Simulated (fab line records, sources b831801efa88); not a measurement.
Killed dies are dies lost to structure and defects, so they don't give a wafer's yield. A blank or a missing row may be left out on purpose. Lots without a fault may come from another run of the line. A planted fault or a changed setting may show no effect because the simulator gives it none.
Tool commonality check | flow sky130 | 12 lots, 45 wafers sampled

WHY IT WAS OPENED
At SKY_NWELL_TW_MEAS_26 the reading NWELL_2_TW is flagged on 3 of 12 lots. Wafers without a fault read 498, standard deviation 4.1.
Rule: a lot is flagged when every wafer of it that has a number lies more than 4 standard deviations from that mean, or none has a number. The other lots count as sound.

lot  | measured     | on            | NWELL_2_TW, wafer by wafer | flag
L787 | day 6 00:22  | film_metro-04 | 494 497 494                |
L789 | day 6 01:33  | film_metro-04 | 498 500 499                |
L788 | day 6 01:52  | film_metro-03 | 497 499 500                |
L791 | day 6 12:40  | film_metro-01 | 500 500 501                |
L794 | day 7 03:59  | film_metro-01 | 500 500 500                |
L795 | day 7 10:25  | film_metro-03 | 524 525 527 525 524 525    | FLAGGED
L796 | day 7 13:05  | film_metro-01 | 528 528 528 529 530 529    | FLAGGED
L798 | day 8 01:25  | film_metro-03 | 502 502 503                |
L800 | day 8 18:16  | film_metro-04 | 518 518 520 521 517 520    | FLAGGED
L806 | day 10 03:00 | film_metro-04 | 493 494 491                |
L807 | day 10 07:55 | film_metro-01 | 506 502 503                |
L810 | day 11 10:16 | film_metro-01 | 497 495 498                |
The numbers of the flagged lots are 524 on average: +26 against the usual, or +6 standard deviations.

WHICH TOOL RAN EACH LOT
The record holds 1 process step before the reading, out of a route of 708 steps. In each cell: the tool, then ch and the chambers that the sampled wafers went through, then the start.
lot  | flag    | SKY_NWELL_IMPLANT_24
L787 |         | implanter-03 ch 0, day 6 00:08
L789 |         | implanter-02 ch 0, day 6 01:20
L788 |         | implanter-01 ch 0, day 6 01:37
L791 |         | implanter-03 ch 0, day 6 12:25
L794 |         | implanter-02 ch 0, day 7 03:44
L795 | FLAGGED | implanter-02 ch 0, day 7 10:10
L796 | FLAGGED | implanter-02 ch 0, day 7 12:52
L798 |         | implanter-03 ch 0, day 8 01:11
L800 | FLAGGED | implanter-02 ch 0, day 8 18:02
L806 |         | implanter-01 ch 0, day 10 02:45
L807 |         | implanter-03 ch 0, day 10 07:41
L810 |         | implanter-01 ch 0, day 11 10:01
What these steps do:
- SKY_NWELL_IMPLANT_24
- SKY_NWELL_TW_MEAS_26

FLAGGED OVER TOTAL, TOOL BY TOOL (the gauges that took the reading come last)
step                 | tool          | lots run | flagged | share of the flagged lots | sound lots run after its first flagged lot
SKY_NWELL_IMPLANT_24 | implanter-01  | 3        | 0       | none                      | -
SKY_NWELL_IMPLANT_24 | implanter-02  | 5        | 3       | all                       | 0
SKY_NWELL_IMPLANT_24 | implanter-03  | 4        | 0       | none                      | -
SKY_NWELL_TW_MEAS_26 | film_metro-01 | 5        | 1       | some                      | 2 (L807,L810)
SKY_NWELL_TW_MEAS_26 | film_metro-03 | 3        | 1       | some                      | 1 (L798)
SKY_NWELL_TW_MEAS_26 | film_metro-04 | 4        | 1       | some                      | 1 (L806)

WHAT THE TABLE ALLOWS
1 row of the table ran every flagged lot: implanter-02 at SKY_NWELL_IMPLANT_24.
- implanter-02 at SKY_NWELL_IMPLANT_24: 3 of its 5 lots flagged. Its last sound lot is L794 (day 7 03:44), its first flagged lot L795 (day 7 10:10): a fault that began between those two fits. Its own readings lie more than 4 standard deviations out on every wafer of the flagged lots: dose_ions_cm2, faraday_current_uA.
One tool is left: implanter-02 at SKY_NWELL_IMPLANT_24.

WHAT THE SIMULATOR HAD PUT IN
Process parameter drift: implanter-02, from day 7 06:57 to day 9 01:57, at SKY_NWELL_IMPLANT_24. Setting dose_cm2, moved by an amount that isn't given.
Lots struck among those shown: L795, L796, L800. The rule above found the same.
